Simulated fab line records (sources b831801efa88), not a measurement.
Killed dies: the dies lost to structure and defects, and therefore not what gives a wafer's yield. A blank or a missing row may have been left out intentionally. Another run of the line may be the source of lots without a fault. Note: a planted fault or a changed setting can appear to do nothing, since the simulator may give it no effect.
Struck lot and sound lot, side by side / flow gf180mcu / 44 steps out of a route of 602
Sound: these wafers, L257.2, L257.3, L257.6. Wafers L253.1, L253.3, L253.5 were the ones struck. The cause is given at the end.
Order at every step that has rows: each side's tool, ch and its chambers, its first start. Under that, the readings that differ: sound wafers / struck wafers / difference of the means / sigmas: that difference in standard deviations of wafers without a fault.
alike: a reading whose means differ by less than 2 such deviations, as well as words and numbers matching on both sides. not compared: withheld readings; readings where some wafer has no value; bounds like >300 that might hide an equal value; numbers whose values overlap and for which the record gives no deviation.
The two part at a step that has a row with sigmas, a row that says differs or no value, or rows on one side only. Numbers that have no deviation but don't overlap get no sigmas and don't part them. A reading missing from all wafers of one side parts the sides only when that side holds two or more wafers.

first, 5 steps without rows for these wafers: GF_CONTACT_CLEAN_20 (cleans in DIW); GF_CONTACT_CLEAN_21 (cleans in dHF, time 20 s); GF_CONTACT_SPUTTER_22 (material Ti, target thk 15 nm, time 80.02 s); GF_CONTACT_SPUTTER_23 (material TiN, target thk 10 nm, time 40 s); GF_CONTACT_CVD_24 (deposits W, target thk 300 nm, time 90.339 s).
GF_CONTACT_RS_MEAS_25: measures by four-point-probe.
  struck on film metro-01, day 19 07:10; sound on film metro-03, day 21 02:24
  alike: CONTACT_W_RS
GF_CONTACT_THK_MEAS_26: measures by xrf.
  struck on film metro-01, day 19 07:17; sound on film metro-03, day 21 02:31
  alike: CONTACT_W_THK
GF_CONTACT_CMP_27: polishes, stops on SiO2, t overpolish 15 s, target thk 0 nm.
  sound on cmp-02 ch 1,2, day 21 02:58; struck on cmp-01 ch 0,1,3, day 19 07:24
  alike: edge zone pressure frac, motor current A, overpolish run s, time to endpoint s
GF_M1_SPUTTER_00: material Ti, target thk 37.5 nm, time 150 s.
  struck on pvd sputter-01, day 19 07:39; sound on pvd sputter-03, day 21 03:16
  alike: chamber pressure pa, substrate temp c, throttle valve pct
then, 2 steps without rows for these wafers: GF_M1_SPUTTER_01 (material TiN, target thk 30 nm, time 25 s); GF_M1_SPUTTER_02 (material AlCu, target thk 450 nm, time 23.9 s).
GF_M1_SPUTTER_03: material Ti, target thk 10 nm, time 6.7 s.
  struck on pvd sputter-01, day 19 07:49; sound on pvd sputter-03, day 21 03:26
  alike: chamber pressure pa, substrate temp c, throttle valve pct
GF_M1_SPUTTER_04: material TiN, target thk 50 nm, time 41.7 s.
  struck on pvd sputter-01, day 19 07:50; sound on pvd sputter-03, day 21 03:27
reading=chamber pressure pa (Pa); sound=0.4003 0.4001 0.3994; struck=0.3019 0.3019 0.3021; difference=-0.0980; sigmas=-99 or more
reading=throttle valve pct (%); sound=29.6 30.2 30.1; struck=38.1 34.7 37.3; difference=+6.7; sigmas=+4
reading=model.TiN_of_M1_SPUTTER_04.thk nm (nm); sound=51.94 51.81 51.5; struck=52.07 51.96 52.33; difference=+0.37; sigmas=
GF_M1_RS_MEAS_05: measures by four-point-probe.
  struck on film metro-02, day 19 07:52; sound on film metro-04, day 21 03:31
  alike: M1_ALCU_RS
GF_M1_THK_MEAS_06: measures by xrf.
  struck on film metro-02, day 19 07:59; sound on film metro-04, day 21 03:37
  alike: M1_ALCU_THK
then, 7 steps without rows for these wafers: GF_M1_DEHYDRATE_07 (time 60 s); GF_M1_HMDS_08 (prime time 60 s); GF_M1_COAT_09 (resist thk 1000 nm); GF_M1_SOFTBAKE_10 (time 60 s); GF_M1_EXPOSE_11 (exposes mask Metal1, target cd 230 nm); GF_M1_PEB_12 (peb time 90 s); GF_M1_DEVELOP_13 (develop time 60 s).
GF_M1_CD_MEAS_14: target cd 230 nm.
  struck on cd sem-01, day 20 07:08; sound on cd sem-01, day 22 02:40
  alike: cd nm
GF_M1_OVL_MEAS_15:
  struck on overlay-02, day 20 07:15; sound on overlay-01, day 22 02:46
  alike: M1_OVL
then, 1 step without rows for these wafers: GF_M1_METAL_ETCH_16 (etches the open film in Cl2/BCl3, stops on SiO2, target depth 627.5 nm, time 104.6 s).
GF_M1_STRIP_17: strips in O2/N2.
  sound on plasma asher-04 ch 0,1, day 22 02:55; struck on plasma asher-01 ch 0, day 20 07:24
  alike: drypump motor current A, heater power w, n2 flow sccm, o2 flow sccm, oes product au, strip time to endpoint s
  not compared: rf hours counter h
then, 3 steps without rows for these wafers: GF_M1_STRIP_18 (strips in post etch residue remover, time 1200 s); GF_M1_CLEAN_19 (cleans in DIW); GF_V1_CVD_00 (deposits SiO2, target thk 600 nm, time 100 s).
GF_V1_THK_MEAS_01:
  struck on film metro-02, day 20 08:01; sound on film metro-02, day 22 03:32
  alike: V1_CVD_00_THK
then, 1 step without rows for these wafers: GF_V1_CVD_02 (deposits SiO2 from TEOS, target thk 850 nm, time 94.851 s).
GF_V1_THK_MEAS_03:
  struck on film metro-04, day 20 08:08; sound on film metro-03, day 22 03:40
  alike: V1_CVD_02_THK
GF_V1_CMP_04: polishes SiO2.
  sound on cmp-01 ch 1,2, day 22 03:52; struck on cmp-02 ch 0,1,3, day 20 08:12
  alike: edge zone pressure frac, motor current A, time to endpoint s
GF_V1_BOW_MEAS_05:
  struck on film metro-03, day 20 08:30; sound on film metro-04, day 22 04:11
  alike: V1_BOW
then, 8 steps without rows for these wafers: GF_V1_DEHYDRATE_06 (time 60 s); GF_V1_HMDS_07 (prime time 60 s); GF_V1_COAT_08; GF_V1_COAT_09 (resist thk 1000 nm); GF_V1_SOFTBAKE_10 (time 60 s); GF_V1_EXPOSE_11 (exposes mask Via1, target cd 260 nm); GF_V1_PEB_12 (peb time 90 s); GF_V1_DEVELOP_13 (develop time 60 s).
GF_V1_STRIP_19: strips in post etch residue remover, time 1200 s.
  sound on wet bench-02 ch 0, day 23 04:14; struck on wet bench-03 ch 2, day 21 09:14
reading=model.TiN_of_M1_SPUTTER_04.thk nm (nm); sound=51.09 50.96 50.66; struck=51.23 51.12 51.49; difference=+0.38; sigmas=
then, 1 step without rows for these wafers: GF_PASSIVATION_PROBE_99.

WHERE THEY PART
Within this record, at GF_M1_SPUTTER_04 only. Later steps at which nothing parts them and some readings are alike: GF_M1_RS_MEAS_05, GF_M1_THK_MEAS_06, GF_M1_CD_MEAS_14, GF_M1_OVL_MEAS_15, GF_M1_STRIP_17, GF_V1_THK_MEAS_01, GF_V1_THK_MEAS_03, GF_V1_CMP_04, GF_V1_BOW_MEAS_05.

WHY: what the simulator had put in
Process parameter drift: pvd sputter-01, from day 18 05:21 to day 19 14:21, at GF_M1_SPUTTER_04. The setting chamber pressure pa was moved by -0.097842, starting from 0.4. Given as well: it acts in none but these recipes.
